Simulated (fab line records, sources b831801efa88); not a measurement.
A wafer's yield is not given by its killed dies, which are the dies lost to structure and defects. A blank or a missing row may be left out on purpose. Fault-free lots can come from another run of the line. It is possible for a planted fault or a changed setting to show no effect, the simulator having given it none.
Which tool was responsible? | flow gf180mcu | 24 lots with 72 wafers sampled at 6 steps, on a route of 602 steps

## WHAT THE GAUGES READ, wafer by wafer
GF_M4_RS_MEAS_05: measurement is done with a four-point probe. Usual: M4_ALCU_RS typically reads 0.0693 ohm/sq, with standard deviation 0.0008.
lot  | measured     | on            | M4_ALCU_RS (ohm/sq)  | flag
L074 | day 22 04:16 | film-metro-01 | 0.0686 0.0687 0.0684 |
L075 | day 22 09:55 | film-metro-03 | 0.0699 0.0699 0.0697 |
L076 | day 22 22:52 | film-metro-02 | 0.0688 0.0685 0.0680 |
L077 | day 23 04:58 | film-metro-02 | 0.0691 0.0690 0.0695 |
L078 | day 24 00:25 | film-metro-03 | 0.0695 0.0700 0.0688 |
L079 | day 24 02:43 | film-metro-01 | 0.0676 0.0667 0.0666 |
L080 | day 24 11:13 | film-metro-02 | 0.0701 0.0700 0.0704 |
L081 | day 24 23:26 | film-metro-03 | 0.0681 0.0673 0.0675 |
L082 | day 25 20:23 | film-metro-03 | 0.0694 0.0695 0.0691 |
L083 | day 26 04:46 | film-metro-01 | 0.0693 0.0696 0.0690 |
L084 | day 26 07:34 | film-metro-03 | 0.0682 0.0688 0.0683 |
L085 | day 26 20:26 | film-metro-03 | 0.0698 0.0692 0.0694 |
L086 | day 27 00:32 | film-metro-01 | 0.0706 0.0697 0.0708 |
L087 | day 27 06:40 | film-metro-03 | 0.0700 0.0699 0.0703 |
L089 | day 27 12:17 | film-metro-03 | 0.0692 0.0691 0.0690 |
L088 | day 27 17:17 | film-metro-03 | 0.0693 0.0703 0.0701 |
L090 | day 27 22:11 | film-metro-01 | 0.0690 0.0691 0.0698 |
L092 | day 28 09:58 | film-metro-01 | 0.0689 0.0695 0.0691 |
L091 | day 28 10:55 | film-metro-01 | 0.0694 0.0693 0.0685 |
L093 | day 29 01:10 | film-metro-02 | 0.0694 0.0699 0.0697 |
L094 | day 29 03:11 | film-metro-03 | 0.0691 0.0696 0.0694 |
L095 | day 29 05:52 | film-metro-02 | 0.0701 0.0699 0.0702 |
L096 | day 29 12:56 | film-metro-03 | 0.0692 0.0691 0.0695 |
L097 | day 29 19:31 | film-metro-01 | 0.0687 0.0696 0.0703 |

GF_V4_OVL_MEAS_15. Usual: V4_OVL typically reads -1 nm, with standard deviation 5.7.
lot  | measured     | on         | V4_OVL (nm) | flag
L074 | day 24 04:05 | overlay-01 | 5 -1 1      |
L075 | day 24 08:21 | overlay-01 | 4 -3 -8     |
L076 | day 24 21:30 | overlay-01 | 5 -1 -6     |
L077 | day 25 03:29 | overlay-02 | -5 -2 1     |
L078 | day 25 21:10 | overlay-01 | 6 10 8      |
L079 | day 25 23:19 | overlay-01 | 0 -1 4      |
L080 | day 26 07:51 | overlay-01 | -5 -2 -1    |
L081 | day 26 19:14 | overlay-02 | -6 -4 -4    |
L082 | day 27 14:17 | overlay-02 | -14 -11 -10 |
L083 | day 27 22:35 | overlay-01 | 4 3 3       |
L084 | day 28 00:49 | overlay-02 | 6 4 7       |
L085 | day 28 14:18 | overlay-02 | -7 4 -5     |
L086 | day 28 17:46 | overlay-02 | -5 -2 1     |
L087 | day 28 23:14 | overlay-02 | -5 0 0      |
L089 | day 29 02:44 | overlay-01 | 4 6 5       |
L088 | day 29 09:05 | overlay-02 | 1 -2 3      |
L090 | day 29 14:58 | overlay-01 | -2 -4 -1    |
L092 | day 30 00:53 | overlay-02 | 0 1 3       |
L091 | day 30 02:29 | overlay-01 | 0 -6 -6     |
L093 | day 30 15:46 | overlay-02 | -8 -9 -10   |
L094 | day 30 17:30 | overlay-01 | -2 -6 -12   |
L095 | day 30 20:08 | overlay-02 | 2 -4 7      |
L096 | day 31 02:44 | overlay-02 | -3 -2 -6    |
L097 | day 31 09:12 | overlay-02 | -5 -11 -14  |

GF_V5_RS_MEAS_24: measurement is done with a four-point probe. Usual: V5_W_RS typically reads 0.3272 ohm/sq, with standard deviation 0.003.
lot  | measured     | on            | V5_W_RS (ohm/sq)     | flag
L074 | day 27 00:13 | film-metro-02 | 0.3273 0.3305 0.3299 |
L075 | day 27 05:22 | film-metro-03 | 0.3237 0.3261 0.3201 |
L076 | day 27 16:55 | film-metro-03 | 0.3274 0.3276 0.3305 |
L077 | day 27 22:10 | film-metro-04 | 0.3270 0.3290 0.3282 |
L078 | day 28 14:28 | film-metro-03 | 0.3248 0.3239 0.3232 |
L079 | day 28 16:28 | film-metro-03 | 0.3291 0.3298 0.3271 |
L080 | day 29 00:53 | film-metro-02 | 0.3302 0.3313 0.3310 |
L081 | day 29 11:13 | film-metro-03 | 0.3284 0.3261 0.3251 |
L082 | day 30 04:26 | film-metro-03 | 0.3254 0.3266 0.3237 |
L083 | day 30 13:16 | film-metro-03 | 0.3255 0.3240 0.3197 |
L084 | day 30 14:02 | film-metro-03 | 0.3298 0.3265 0.3299 |
L085 | day 31 02:01 | film-metro-03 | 0.3290 0.3305 0.3294 |
L086 | day 31 05:38 | film-metro-03 | 0.3339 0.3337 0.3293 |
L087 | day 31 10:31 | film-metro-03 | 0.3281 0.3249 0.3266 |
L089 | day 31 14:08 | film-metro-03 | 0.3245 0.3231 0.3236 |
L088 | day 31 20:08 | film-metro-02 | 0.3263 0.3234 0.3248 |
L090 | day 32 01:07 | film-metro-04 | 0.3292 0.3270 0.3266 |
L092 | day 32 10:15 | film-metro-04 | 0.3303 0.3257 0.3264 |
L091 | day 32 14:06 | film-metro-03 | 0.3283 0.3264 0.3303 |
L093 | day 32 22:57 | film-metro-03 | 0.3216 0.3253 0.3247 |
L094 | day 33 01:20 | film-metro-03 | 0.3250 0.3259 0.3232 |
L095 | day 33 03:01 | film-metro-04 | 0.3276 0.3326 0.3286 |
L096 | day 33 10:50 | film-metro-02 | 0.3284 0.3325 0.3264 |
L097 | day 33 14:31 | film-metro-04 | 0.3292 0.3324 0.3330 |

GF_PASSIVATION_THK_MEAS_03. Usual: PASSIVATION_CVD_02_THK typically reads 701 nm, with standard deviation 8.3.
lot  | measured     | on            | PASSIVATION_CVD_02_THK (nm) | flag
L074 | day 27 22:41 | film-metro-02 | 685 675 694                 |
L075 | day 28 03:03 | film-metro-04 | 691 695 707                 |
L076 | day 28 14:21 | film-metro-04 | 693 692 701                 |
L077 | day 28 19:51 | film-metro-02 | 696 708 707                 |
L078 | day 29 11:22 | film-metro-01 | 694 696 707                 |
L079 | day 29 13:16 | film-metro-01 | 693 695 701                 |
L080 | day 29 21:06 | film-metro-04 | 703 709 702                 |
L081 | day 30 07:59 | film-metro-02 | 694 693 710                 |
L082 | day 31 00:12 | film-metro-02 | 689 702 713                 |
L083 | day 31 09:26 | film-metro-01 | 705 708 707                 |
L084 | day 31 09:30 | film-metro-04 | 712 704 709                 |
L085 | day 31 21:55 | film-metro-02 | 703 703 706                 |
L086 | day 32 00:38 | film-metro-04 | 691 697 701                 |
L087 | day 32 05:02 | film-metro-02 | 720 718 715                 |
L089 | day 32 08:56 | film-metro-04 | 699 707 714                 |
L088 | day 32 14:01 | film-metro-01 | 707 717 713                 |
L090 | day 32 19:38 | film-metro-02 | 704 706 701                 |
L092 | day 33 04:29 | film-metro-04 | 688 705 703                 |
L091 | day 33 08:21 | film-metro-01 | 703 708 708                 |
L093 | day 33 17:07 | film-metro-01 | 698 701 706                 |
L094 | day 33 18:32 | film-metro-01 | 698 700 701                 |
L095 | day 33 21:09 | film-metro-04 | 700 717 710                 |
L096 | day 34 04:52 | film-metro-04 | 697 703 707                 |
L097 | day 34 07:55 | film-metro-01 | 699 698 714                 |

## WHAT TOOL EACH LOT RAN ON (gives the tool, then ch and the chambers of the sampled wafers, and finally the start)
lot  | GF_V3_SPUTTER_22             | GF_MIM_SPUTTER_07
L074 | pvd-sputter-02, day 22 03:25 | pvd-sputter-02, day 24 06:09
L075 | pvd-sputter-02, day 22 09:03 | pvd-sputter-02, day 24 10:03
L076 | pvd-sputter-03, day 22 21:59 | pvd-sputter-01, day 24 23:12
L077 | pvd-sputter-02, day 23 04:05 | pvd-sputter-02, day 25 05:10
L078 | pvd-sputter-02, day 23 23:32 | pvd-sputter-02, day 25 22:59
L079 | pvd-sputter-03, day 24 01:51 | pvd-sputter-02, day 26 01:20
L080 | pvd-sputter-03, day 24 10:20 | pvd-sputter-04, day 26 09:39
L081 | pvd-sputter-01, day 24 22:35 | pvd-sputter-02, day 26 21:05
L082 | pvd-sputter-02, day 25 19:30 | pvd-sputter-01, day 27 16:02
L083 | pvd-sputter-03, day 26 03:55 | pvd-sputter-01, day 28 00:25
L084 | pvd-sputter-01, day 26 06:39 | pvd-sputter-04, day 28 02:36
L085 | pvd-sputter-01, day 26 19:33 | pvd-sputter-02, day 28 15:59
L086 | pvd-sputter-03, day 26 23:41 | pvd-sputter-02, day 28 19:29
L087 | pvd-sputter-01, day 27 05:47 | pvd-sputter-02, day 29 00:56
L089 | pvd-sputter-02, day 27 11:23 | pvd-sputter-01, day 29 04:30
L088 | pvd-sputter-03, day 27 16:23 | pvd-sputter-02, day 29 10:46
L090 | pvd-sputter-01, day 27 21:16 | pvd-sputter-04, day 29 16:38
L092 | pvd-sputter-01, day 28 09:05 | pvd-sputter-01, day 30 02:37
L091 | pvd-sputter-01, day 28 10:03 | pvd-sputter-04, day 30 04:11
L093 | pvd-sputter-03, day 29 00:19 | pvd-sputter-02, day 30 17:29
L094 | pvd-sputter-02, day 29 02:19 | pvd-sputter-01, day 30 19:19
L095 | pvd-sputter-03, day 29 04:59 | pvd-sputter-01, day 30 21:49
L096 | pvd-sputter-02, day 29 12:01 | pvd-sputter-04, day 31 04:26
L097 | pvd-sputter-01, day 29 18:39 | pvd-sputter-02, day 31 10:55
- GF_V3_SPUTTER_22: material TiN, target thk 10 nm, time 40 s.
- GF_MIM_SPUTTER_07: material TiN, target thk 60 nm, time 50 s.

## AS READ BY THE TOOLS THEMSELVES (means over the sampled wafers that have a number; for cases with no such wafer, the mark the record gives instead)
GF_V3_SPUTTER_22. Usual: throttle-valve-pct reads 29.4 % (standard deviation 1).
lot  | tool           | throttle-valve-pct (%) | flag
L074 | pvd-sputter-02 | 29.7                   |
L075 | pvd-sputter-02 | 29.6                   |
L076 | pvd-sputter-03 | 30.3                   |
L077 | pvd-sputter-02 | 29.7                   |
L078 | pvd-sputter-02 | 29.2                   |
L079 | pvd-sputter-03 | 30.5                   |
L080 | pvd-sputter-03 | 29.9                   |
L081 | pvd-sputter-01 | 29.5                   |
L082 | pvd-sputter-02 | 28.5                   |
L083 | pvd-sputter-03 | 30.4                   |
L084 | pvd-sputter-01 | 29.4                   |
L085 | pvd-sputter-01 | 27.9                   |
L086 | pvd-sputter-03 | 29.0                   |
L087 | pvd-sputter-01 | 29.5                   |
L089 | pvd-sputter-02 | 28.7                   |
L088 | pvd-sputter-03 | 30.6                   |
L090 | pvd-sputter-01 | 28.5                   |
L092 | pvd-sputter-01 | 28.9                   |
L091 | pvd-sputter-01 | 28.9                   |
L093 | pvd-sputter-03 | 29.8                   |
L094 | pvd-sputter-02 | 30.1                   |
L095 | pvd-sputter-03 | 30.1                   |
L096 | pvd-sputter-02 | 29.0                   |
L097 | pvd-sputter-01 | 29.8                   |

GF_MIM_SPUTTER_07. Usual: throttle-valve-pct reads 29.4 % (standard deviation 1.1).
lot  | tool           | throttle-valve-pct (%) | flag
L074 | pvd-sputter-02 | 29.8                   |
L075 | pvd-sputter-02 | 29.5                   |
L076 | pvd-sputter-01 | 27.9                   |
L077 | pvd-sputter-02 | 28.3                   |
L078 | pvd-sputter-02 | 29.5                   |
L079 | pvd-sputter-02 | 29.0                   |
L080 | pvd-sputter-04 | 30.5                   |
L081 | pvd-sputter-02 | 29.2                   |
L082 | pvd-sputter-01 | 29.6                   |
L083 | pvd-sputter-01 | 28.8                   |
L084 | pvd-sputter-04 | 30.1                   |
L085 | pvd-sputter-02 | 29.6                   |
L086 | pvd-sputter-02 | 28.9                   |
L087 | pvd-sputter-02 | 29.5                   |
L089 | pvd-sputter-01 | 29.6                   |
L088 | pvd-sputter-02 | 29.1                   |
L090 | pvd-sputter-04 | 29.6                   |
L092 | pvd-sputter-01 | 29.4                   |
L091 | pvd-sputter-04 | 30.2                   |
L093 | pvd-sputter-02 | 29.2                   |
L094 | pvd-sputter-01 | 28.5                   |
L095 | pvd-sputter-01 | 29.3                   |
L096 | pvd-sputter-04 | 31.1                   |
L097 | pvd-sputter-02 | 29.7                   |

## THE ANSWER, worked out from the rows above alone
Rule: take the mean of a lot's wafers that have a number; if it is more than 3 standard deviations from the usual mean, the lot is off. A lot without any number at a reading at which 4 lots or more have one is off too. Any other lot the step has rows for is counted as sound. First the gauges in route order, then the tools' own readings, where a lot's mean is used as printed above. The first step at which some lot is off is used, and at that step the reading that is off furthest; a lot without a number counts as furthest.
No lot is off at any reading shown: from this, nothing can be told.

## WHAT WAS PUT IN BY THE SIMULATOR
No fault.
